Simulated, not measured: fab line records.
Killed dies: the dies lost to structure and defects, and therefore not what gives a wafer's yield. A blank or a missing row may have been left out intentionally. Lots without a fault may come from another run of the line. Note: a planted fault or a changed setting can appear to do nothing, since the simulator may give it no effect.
Matching of chambers -- flow sky130 -- SKY_POLY_GATE_ETCH_17 on rieSi-01: 4 sister chambers
The step etches poly-Si in HBr/Cl2, stops on SiO2, target depth 180 nm, time 70.5 s. 8 wafers are shown with their chamber, then 9 later ones without.

EACH WAFER AND ITS CHAMBER
wafer,chamber,throttleValvePct (%),oesProductAu (a.u.)
L272.3,2,33.672,0.982
L272.6,3,33.684,0.989
L275.2,3,33.685,0.993
L275.5,0,33.689,0.978
L275.6,1,33.669,0.992
L279.1,0,33.691,0.962
L279.4,1,33.674,0.974
L279.5,2,33.667,0.983

WAFERS WITH NO CHAMBER GIVEN
wafer,throttleValvePct (%),oesProductAu (a.u.)
L284.1,33.690,0.977
L284.3,33.687,0.985
L284.6,33.692,0.992
L286.2,33.683,0.982
L286.3,33.672,0.986
L286.4,33.689,0.982
L290.1,33.695,0.994
L290.3,33.695,0.987
L290.4,33.682,0.997

WHICH CHAMBER EACH WENT THROUGH
wafer,from the rows above,in truth
L284.1,can't be placed: 0 or 3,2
L284.3,can't be placed: 3 or 0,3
L284.6,can't be placed: 0 or 3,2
L286.2,can't be placed: 3 or 0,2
L286.3,can't be placed: 1 or 2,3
L286.4,can't be placed: 0 or 3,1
L290.1,can't be placed: 0 or 3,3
L290.3,can't be placed: 0 or 3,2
L290.4,3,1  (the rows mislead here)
Placed correctly: 0 of 9. Unplaceable from these rows: 8, with the true chamber sitting among the candidates in 2. Number placed wrongly: 1.
How it was worked out, from the rows above alone: a wafer's distance from a chamber is the root of the sum, over the readings, of the square of ((its reading less the chamber's mean) divided by the reading's scatter). If the next closest chamber is less than 2 further off than the closest, the wafer can't be placed; otherwise it belongs to the closest. The mean given for a chamber averages the wafers shown for that chamber. The scatter: take each reading less its chamber's mean, square it, sum over the shown wafers, divide by the number of wafers less the number of chambers, and take the root.
